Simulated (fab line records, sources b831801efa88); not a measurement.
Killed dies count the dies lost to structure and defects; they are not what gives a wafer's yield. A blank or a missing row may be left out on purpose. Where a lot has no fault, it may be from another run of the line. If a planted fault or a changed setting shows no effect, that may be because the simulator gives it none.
Which tool is to blame? / flow gf180mcu / 12 lots with 36 wafers sampled at 5 steps, on a route of 602 steps

## WHAT THE GAUGES SHOWED, per wafer
GF_NSD_OVL_MEAS_08. Usual: NSD_OVL typically reads -0.9 nm, with standard deviation 1.5.
lot=L151; measured=day 13 05:36; on=overlay-02; NSD_OVL (nm)=-4.5 -2.8 -3.6; flag=
lot=L152; measured=day 13 12:51; on=overlay-02; NSD_OVL (nm)=-0.9 -2.0 -2.4; flag=
lot=L158; measured=day 15 23:31; on=overlay-01; NSD_OVL (nm)=-1.7 0.4 0.1; flag=
lot=L160; measured=day 16 15:56; on=overlay-02; NSD_OVL (nm)=-1.0 -0.9 -1.2; flag=
lot=L164; measured=day 17 18:19; on=overlay-01; NSD_OVL (nm)=2.4 2.1 3.0; flag=
lot=L165; measured=day 18 07:56; on=overlay-01; NSD_OVL (nm)=-0.2 0.3 0.1; flag=
lot=L167; measured=day 19 05:55; on=overlay-02; NSD_OVL (nm)=-1.3 -1.8 -1.1; flag=
lot=L168; measured=day 19 08:30; on=overlay-01; NSD_OVL (nm)=-2.0 -0.7 -2.9; flag=
lot=L169; measured=day 19 15:01; on=overlay-02; NSD_OVL (nm)=0.4 0.0 0.8; flag=
lot=L170; measured=day 19 23:34; on=overlay-02; NSD_OVL (nm)=-0.9 -1.6 -1.4; flag=
lot=L173; measured=day 20 23:14; on=overlay-02; NSD_OVL (nm)=-2.2 -2.2 -1.0; flag=
lot=L174; measured=day 21 05:17; on=overlay-01; NSD_OVL (nm)=-1.5 -2.6 -2.6; flag=

GF_PSD_RS_MEAS_14: a four-point-probe measurement. Usual: NSD_RS typically reads 46.61 ohm/sq, with standard deviation 0.093.
lot=L151; measured=day 14 02:34; on=film-metro-01; NSD_RS (ohm/sq)=46.55 46.58 46.62; flag=
lot=L152; measured=day 14 09:53; on=film-metro-02; NSD_RS (ohm/sq)=46.81 46.79 46.73; flag=
lot=L158; measured=day 16 22:46; on=film-metro-04; NSD_RS (ohm/sq)=47.15 47.06 47.10; flag=OFF
lot=L160; measured=day 17 15:18; on=film-metro-02; NSD_RS (ohm/sq)=47.10 47.16 47.13; flag=OFF
lot=L164; measured=day 18 19:22; on=film-metro-01; NSD_RS (ohm/sq)=46.56 46.53 46.61; flag=
lot=L165; measured=day 19 08:34; on=film-metro-04; NSD_RS (ohm/sq)=46.53 46.49 46.46; flag=
lot=L167; measured=day 20 07:08; on=film-metro-01; NSD_RS (ohm/sq)=46.43 46.45 46.58; flag=
lot=L168; measured=day 20 08:53; on=film-metro-04; NSD_RS (ohm/sq)=46.66 46.64 46.63; flag=
lot=L169; measured=day 20 15:49; on=film-metro-04; NSD_RS (ohm/sq)=46.67 46.62 46.58; flag=
lot=L170; measured=day 21 01:16; on=film-metro-02; NSD_RS (ohm/sq)=46.70 46.73 46.71; flag=
lot=L173; measured=day 21 23:35; on=film-metro-04; NSD_RS (ohm/sq)=46.45 46.55 46.53; flag=
lot=L174; measured=day 22 06:07; on=film-metro-01; NSD_RS (ohm/sq)=46.75 46.46 46.64; flag=

## WHAT TOOL EACH LOT RAN ON (gives the tool, then ch and the chambers of the sampled wafers, and finally the start)
lot=L151; GF_HV_LDD_STRIP_10=plasma-asher-02 ch 0,1, day 9 21:35; GF_HV_LDD_STRIP_22=plasma-asher-02 ch 0,1, day 10 15:27; GF_NSD_IMPLANT_10=implanter-03 ch 0, day 13 05:47
lot=L152; GF_HV_LDD_STRIP_10=plasma-asher-02 ch 0,1, day 10 05:39; GF_HV_LDD_STRIP_22=plasma-asher-01 ch 0,1, day 10 23:36; GF_NSD_IMPLANT_10=implanter-03 ch 0, day 13 13:02
lot=L158; GF_HV_LDD_STRIP_10=plasma-asher-03 ch 0,1, day 12 06:32; GF_HV_LDD_STRIP_22=plasma-asher-02 ch 0,1, day 13 02:37; GF_NSD_IMPLANT_10=implanter-04 ch 0, day 15 23:44
lot=L160; GF_HV_LDD_STRIP_10=plasma-asher-03 ch 0,1, day 12 23:44; GF_HV_LDD_STRIP_22=plasma-asher-01 ch 0,1, day 13 19:42; GF_NSD_IMPLANT_10=implanter-04 ch 0, day 16 16:09
lot=L164; GF_HV_LDD_STRIP_10=plasma-asher-02 ch 0,1, day 13 22:10; GF_HV_LDD_STRIP_22=plasma-asher-02 ch 0,1, day 14 18:37; GF_NSD_IMPLANT_10=implanter-02 ch 0, day 17 18:32
lot=L165; GF_HV_LDD_STRIP_10=plasma-asher-03 ch 1, day 14 11:08; GF_HV_LDD_STRIP_22=plasma-asher-03 ch 1, day 15 07:57; GF_NSD_IMPLANT_10=implanter-02 ch 0, day 18 08:07
lot=L167; GF_HV_LDD_STRIP_10=plasma-asher-01 ch 0,1, day 15 05:59; GF_HV_LDD_STRIP_22=plasma-asher-02 ch 0,1, day 16 04:04; GF_NSD_IMPLANT_10=implanter-02 ch 0, day 19 06:10
lot=L168; GF_HV_LDD_STRIP_10=plasma-asher-02 ch 0,1, day 15 07:14; GF_HV_LDD_STRIP_22=plasma-asher-02 ch 0,1, day 16 05:30; GF_NSD_IMPLANT_10=implanter-03 ch 0, day 19 08:41
lot=L169; GF_HV_LDD_STRIP_10=plasma-asher-01 ch 0,1, day 15 13:47; GF_HV_LDD_STRIP_22=plasma-asher-02 ch 0, day 16 12:11; GF_NSD_IMPLANT_10=implanter-04 ch 0, day 19 15:12
lot=L170; GF_HV_LDD_STRIP_10=plasma-asher-03 ch 0,1, day 15 22:04; GF_HV_LDD_STRIP_22=plasma-asher-01 ch 0,1, day 16 20:14; GF_NSD_IMPLANT_10=implanter-04 ch 0, day 19 23:47
lot=L173; GF_HV_LDD_STRIP_10=plasma-asher-02 ch 0, day 16 20:20; GF_HV_LDD_STRIP_22=plasma-asher-02 ch 0,1, day 17 19:41; GF_NSD_IMPLANT_10=implanter-03 ch 0, day 20 23:27
lot=L174; GF_HV_LDD_STRIP_10=plasma-asher-02 ch 0,1, day 17 02:26; GF_HV_LDD_STRIP_22=plasma-asher-01 ch 0,1, day 18 02:05; GF_NSD_IMPLANT_10=implanter-04 ch 0, day 21 05:28
- GF_HV_LDD_STRIP_10: strips in O2/N2.
- GF_HV_LDD_STRIP_22: strips in O2/N2.
- GF_NSD_IMPLANT_10

## WHAT THE TOOLS THEMSELVES READ (means of the sampled wafers that have a number; where no wafer has one, the mark that the record gives instead)
GF_HV_LDD_STRIP_10. Usual: drypump-motor-current-A 5.7 A, standard deviation 0.7; heater-power-w 328 W, standard deviation 33; oes-product-au 0.717 a.u., standard deviation 0.0043; strip-time-to-endpoint-s 12.63 s, standard deviation 0.034.
lot=L151; tool=plasma-asher-02; drypump-motor-current-A (A)=6.1; heater-power-w (W)=336; oes-product-au (a.u.)=0.718; strip-time-to-endpoint-s (s)=12.64; flag=
lot=L152; tool=plasma-asher-02; drypump-motor-current-A (A)=6.2; heater-power-w (W)=360; oes-product-au (a.u.)=0.718; strip-time-to-endpoint-s (s)=12.63; flag=
lot=L158; tool=plasma-asher-03; drypump-motor-current-A (A)=5.0; heater-power-w (W)=298; oes-product-au (a.u.)=0.720; strip-time-to-endpoint-s (s)=12.61; flag=
lot=L160; tool=plasma-asher-03; drypump-motor-current-A (A)=5.0; heater-power-w (W)=297; oes-product-au (a.u.)=0.717; strip-time-to-endpoint-s (s)=12.61; flag=
lot=L164; tool=plasma-asher-02; drypump-motor-current-A (A)=6.1; heater-power-w (W)=338; oes-product-au (a.u.)=0.714; strip-time-to-endpoint-s (s)=12.67; flag=
lot=L165; tool=plasma-asher-03; drypump-motor-current-A (A)=5.0; heater-power-w (W)=303; oes-product-au (a.u.)=0.717; strip-time-to-endpoint-s (s)=12.65; flag=
lot=L167; tool=plasma-asher-01; drypump-motor-current-A (A)=6.0; heater-power-w (W)=358; oes-product-au (a.u.)=0.719; strip-time-to-endpoint-s (s)=12.66; flag=
lot=L168; tool=plasma-asher-02; drypump-motor-current-A (A)=6.2; heater-power-w (W)=355; oes-product-au (a.u.)=0.718; strip-time-to-endpoint-s (s)=12.67; flag=
lot=L169; tool=plasma-asher-01; drypump-motor-current-A (A)=6.0; heater-power-w (W)=355; oes-product-au (a.u.)=0.723; strip-time-to-endpoint-s (s)=12.68; flag=
lot=L170; tool=plasma-asher-03; drypump-motor-current-A (A)=5.0; heater-power-w (W)=299; oes-product-au (a.u.)=0.715; strip-time-to-endpoint-s (s)=12.58; flag=
lot=L173; tool=plasma-asher-02; drypump-motor-current-A (A)=6.3; heater-power-w (W)=369; oes-product-au (a.u.)=0.714; strip-time-to-endpoint-s (s)=12.62; flag=
lot=L174; tool=plasma-asher-02; drypump-motor-current-A (A)=6.2; heater-power-w (W)=352; oes-product-au (a.u.)=0.715; strip-time-to-endpoint-s (s)=12.67; flag=

GF_HV_LDD_STRIP_22. Usual: drypump-motor-current-A 5.7 A, standard deviation 0.65; heater-power-w 330 W, standard deviation 33; oes-product-au 0.716 a.u., standard deviation 0.0042; strip-time-to-endpoint-s 12.55 s, standard deviation 0.036.
lot=L151; tool=plasma-asher-02; drypump-motor-current-A (A)=6.1; heater-power-w (W)=336; oes-product-au (a.u.)=0.719; strip-time-to-endpoint-s (s)=12.53; flag=
lot=L152; tool=plasma-asher-01; drypump-motor-current-A (A)=6.0; heater-power-w (W)=362; oes-product-au (a.u.)=0.721; strip-time-to-endpoint-s (s)=12.58; flag=
lot=L158; tool=plasma-asher-02; drypump-motor-current-A (A)=6.1; heater-power-w (W)=335; oes-product-au (a.u.)=0.718; strip-time-to-endpoint-s (s)=12.56; flag=
lot=L160; tool=plasma-asher-01; drypump-motor-current-A (A)=6.0; heater-power-w (W)=361; oes-product-au (a.u.)=0.716; strip-time-to-endpoint-s (s)=12.57; flag=
lot=L164; tool=plasma-asher-02; drypump-motor-current-A (A)=6.1; heater-power-w (W)=335; oes-product-au (a.u.)=0.716; strip-time-to-endpoint-s (s)=12.59; flag=
lot=L165; tool=plasma-asher-03; drypump-motor-current-A (A)=5.0; heater-power-w (W)=302; oes-product-au (a.u.)=0.717; strip-time-to-endpoint-s (s)=12.56; flag=
lot=L167; tool=plasma-asher-02; drypump-motor-current-A (A)=6.2; heater-power-w (W)=349; oes-product-au (a.u.)=0.716; strip-time-to-endpoint-s (s)=12.60; flag=
lot=L168; tool=plasma-asher-02; drypump-motor-current-A (A)=6.1; heater-power-w (W)=335; oes-product-au (a.u.)=0.717; strip-time-to-endpoint-s (s)=12.52; flag=
lot=L169; tool=plasma-asher-02; drypump-motor-current-A (A)=6.3; heater-power-w (W)=375; oes-product-au (a.u.)=0.712; strip-time-to-endpoint-s (s)=12.56; flag=
lot=L170; tool=plasma-asher-01; drypump-motor-current-A (A)=6.4; heater-power-w (W)=343; oes-product-au (a.u.)=0.717; strip-time-to-endpoint-s (s)=12.51; flag=
lot=L173; tool=plasma-asher-02; drypump-motor-current-A (A)=6.1; heater-power-w (W)=333; oes-product-au (a.u.)=0.717; strip-time-to-endpoint-s (s)=12.57; flag=
lot=L174; tool=plasma-asher-01; drypump-motor-current-A (A)=6.4; heater-power-w (W)=339; oes-product-au (a.u.)=0.718; strip-time-to-endpoint-s (s)=12.51; flag=

GF_NSD_IMPLANT_10. Usual: end-station-pressure-torr 7.3e-06 Torr, standard deviation 3.7e-07; faraday-current-uA 2785, standard deviation 53; tilt-deg 6.999 degrees, standard deviation 0.02.
lot=L151; tool=implanter-03; end-station-pressure-torr (Torr)=7.1e-06; faraday-current-uA=2839; tilt-deg (degrees)=6.996; flag=
lot=L152; tool=implanter-03; end-station-pressure-torr (Torr)=7.3e-06; faraday-current-uA=2793; tilt-deg (degrees)=6.985; flag=
lot=L158; tool=implanter-04; end-station-pressure-torr (Torr)=7.4e-06; faraday-current-uA=2801; tilt-deg (degrees)=8.823; flag=OFF
lot=L160; tool=implanter-04; end-station-pressure-torr (Torr)=7.1e-06; faraday-current-uA=2746; tilt-deg (degrees)=8.826; flag=OFF
lot=L164; tool=implanter-02; end-station-pressure-torr (Torr)=7.1e-06; faraday-current-uA=2782; tilt-deg (degrees)=7.001; flag=
lot=L165; tool=implanter-02; end-station-pressure-torr (Torr)=7.4e-06; faraday-current-uA=2759; tilt-deg (degrees)=7.045; flag=
lot=L167; tool=implanter-02; end-station-pressure-torr (Torr)=7.4e-06; faraday-current-uA=2780; tilt-deg (degrees)=6.988; flag=
lot=L168; tool=implanter-03; end-station-pressure-torr (Torr)=7.0e-06; faraday-current-uA=2807; tilt-deg (degrees)=7.000; flag=
lot=L169; tool=implanter-04; end-station-pressure-torr (Torr)=7.3e-06; faraday-current-uA=2762; tilt-deg (degrees)=7.025; flag=
lot=L170; tool=implanter-04; end-station-pressure-torr (Torr)=7.4e-06; faraday-current-uA=2755; tilt-deg (degrees)=7.004; flag=
lot=L173; tool=implanter-03; end-station-pressure-torr (Torr)=7.5e-06; faraday-current-uA=2757; tilt-deg (degrees)=7.003; flag=
lot=L174; tool=implanter-04; end-station-pressure-torr (Torr)=7.6e-06; faraday-current-uA=2753; tilt-deg (degrees)=6.997; flag=

## THE ANSWER, worked out from the rows above alone
Rule: a lot is off if the mean of its wafers that have a number lies more than 3 standard deviations from the usual mean. A lot without any number at a reading at which 4 lots or more have one is off too. Where the step has rows for the other lots, those lots are counted as sound. Order of review: gauges by route order, followed by the tools' own readings, for which a lot's mean as printed above is used. At the first step where some lot is off, the reading lying furthest off is the one used; lots without a number count as furthest.
Off: L158, L160, at GF_PSD_RS_MEAS_14 (NSD_RS).
If a tool, at a process step before that reading, ran all the lots that are off and no sound lot after the first of them, it fits. The gauges at GF_PSD_RS_MEAS_14 aren't tried: what is off there is off at GF_NSD_IMPLANT_10 too, on other tools, and a gauge's error can't cause that. None of those tried fits.

## WHAT WAS PUT IN BY THE SIMULATOR
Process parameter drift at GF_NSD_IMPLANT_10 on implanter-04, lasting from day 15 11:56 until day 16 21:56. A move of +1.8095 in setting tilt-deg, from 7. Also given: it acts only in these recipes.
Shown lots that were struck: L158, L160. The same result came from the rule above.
